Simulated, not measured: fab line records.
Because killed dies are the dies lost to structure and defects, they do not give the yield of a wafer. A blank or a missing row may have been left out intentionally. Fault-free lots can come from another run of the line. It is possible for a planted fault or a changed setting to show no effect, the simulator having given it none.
Which tool was responsible? -- flow sky130 -- 11 lots, 33 wafers sampled, at 4 steps of a route of 708

== WHAT THE GAUGES SHOWED, per wafer ==
SKY_VIA3_OVL_MEAS_13.
lot,measured,on,VIA3_OVL (nm)
L318,day 40 22:53,overlay-01,-7 -9 -10
L317,day 41 00:10,overlay-02,1 3 -4
L321,day 41 12:07,overlay-02,2 -7 1
L325,day 42 09:17,overlay-01,-3 -11 -5
L327,day 43 03:46,overlay-02,-6 -2 1
L328,day 43 08:47,overlay-02,-2 -5 -4
L329,day 43 11:57,overlay-01,3 -1 -2
L330,day 43 14:37,overlay-01,-3 -6 -5
L335,day 44 22:55,overlay-02,-11 -4 3
L337,day 45 14:56,overlay-02,-4 0 2
L338,day 45 21:50,overlay-01,-1 -2 -5

SKY_METAL4_OVL_MEAS_14.
lot,measured,on,METAL4_OVL (nm)
L318,day 42 23:04,overlay-02,-5 0 9
L317,day 43 01:49,overlay-02,-19 -1 -2
L321,day 43 14:46,overlay-01,-4 1 -1
L325,day 44 11:05,overlay-01,-3 -3 7
L327,day 45 03:35,overlay-01,4 -5 5
L328,day 45 08:53,overlay-02,12 -1 5
L329,day 45 11:30,overlay-02,-12 -11 -1
L330,day 45 13:37,overlay-02,-9 0 5
L335,day 46 18:19,overlay-02,1 5 11
L337,day 47 11:22,overlay-02,2 0 7
L338,day 47 16:53,overlay-02,1 -2 7

== WHICH TOOL RAN EACH LOT (tool, then ch and the chambers of the sampled wafers, then the start) ==
lot,SKY_METAL4_SPUTTER_00,SKY_METAL4_COAT_08
L318,"pvdSputter-03, day 41 00:19","lithoTrack-02 ch 0, day 42 10:00"
L317,"pvdSputter-03, day 41 01:46","lithoTrack-02 ch 0, day 42 12:00"
L321,"pvdSputter-03, day 41 13:35","lithoTrack-04 ch 0, day 43 03:00"
L325,"pvdSputter-03, day 42 11:07","lithoTrack-04 ch 0, day 43 23:00"
L327,"pvdSputter-02, day 43 05:27","lithoTrack-04 ch 0, day 44 15:00"
L328,"pvdSputter-02, day 43 10:13","lithoTrack-01 ch 0, day 44 21:00"
L329,"pvdSputter-04, day 43 13:22","lithoTrack-01 ch 0, day 45 01:00"
L330,"pvdSputter-03, day 43 16:01","lithoTrack-01 ch 0, day 45 03:00"
L335,"pvdSputter-04, day 45 00:22","lithoTrack-04 ch 0, day 46 08:00"
L337,"pvdSputter-04, day 45 16:20","lithoTrack-04 ch 0, day 47 01:00"
L338,"pvdSputter-02, day 45 23:44","lithoTrack-04 ch 0, day 47 06:00"
- SKY_METAL4_SPUTTER_00: material Ti, target thk 15 nm, time 10 s.
- SKY_METAL4_COAT_08: resist thk 1140 nm.

== WHAT THE TOOLS THEMSELVES READ (means of the sampled wafers that have a number; where no wafer has one, the mark that the record gives instead) ==
SKY_METAL4_SPUTTER_00.
lot,tool,throttleValvePct (%)
L318,pvdSputter-03,30.1
L317,pvdSputter-03,30.8
L321,pvdSputter-03,30.1
L325,pvdSputter-03,30.6
L327,pvdSputter-02,30.0
L328,pvdSputter-02,30.7
L329,pvdSputter-04,30.0
L330,pvdSputter-03,30.3
L335,pvdSputter-04,30.2
L337,pvdSputter-04,29.7
L338,pvdSputter-02,30.1

SKY_METAL4_COAT_08.
lot,tool,resistLineTempC (C)
L318,lithoTrack-02,22.86
L317,lithoTrack-02,22.96
L321,lithoTrack-04,23.07
L325,lithoTrack-04,23.08
L327,lithoTrack-04,23.01
L328,lithoTrack-01,22.95
L329,lithoTrack-01,22.86
L330,lithoTrack-01,22.88
L335,lithoTrack-04,23.02
L337,lithoTrack-04,23.00
L338,lithoTrack-04,22.91

== THE ANSWER, worked out from the rows above alone ==
Rule: usual is defined by the lots themselves. The widest of any qualifying gaps counts: lots, ordered by their means at a reading, are off when they make up no more than a third of the lots, leave a main group of 4 or more, and stand apart from it by 3 or more times the standard deviation of that group's means. Not used: any main group whose means are identical at the precision the tables above print for the reading. A lot without any number at a reading at which 4 lots or more have one is off too. The other lots that the step has rows for count as sound. After the gauges, taken in route order, come the tools' own readings; for these a lot's mean is taken, as printed above. The first step at which some lot is off is used, and at that step the reading that is off furthest; a lot without a number counts as furthest.
No lot is off on any of the readings shown, so nothing can be concluded from this.

== WHAT THE SIMULATOR HAD PUT IN ==
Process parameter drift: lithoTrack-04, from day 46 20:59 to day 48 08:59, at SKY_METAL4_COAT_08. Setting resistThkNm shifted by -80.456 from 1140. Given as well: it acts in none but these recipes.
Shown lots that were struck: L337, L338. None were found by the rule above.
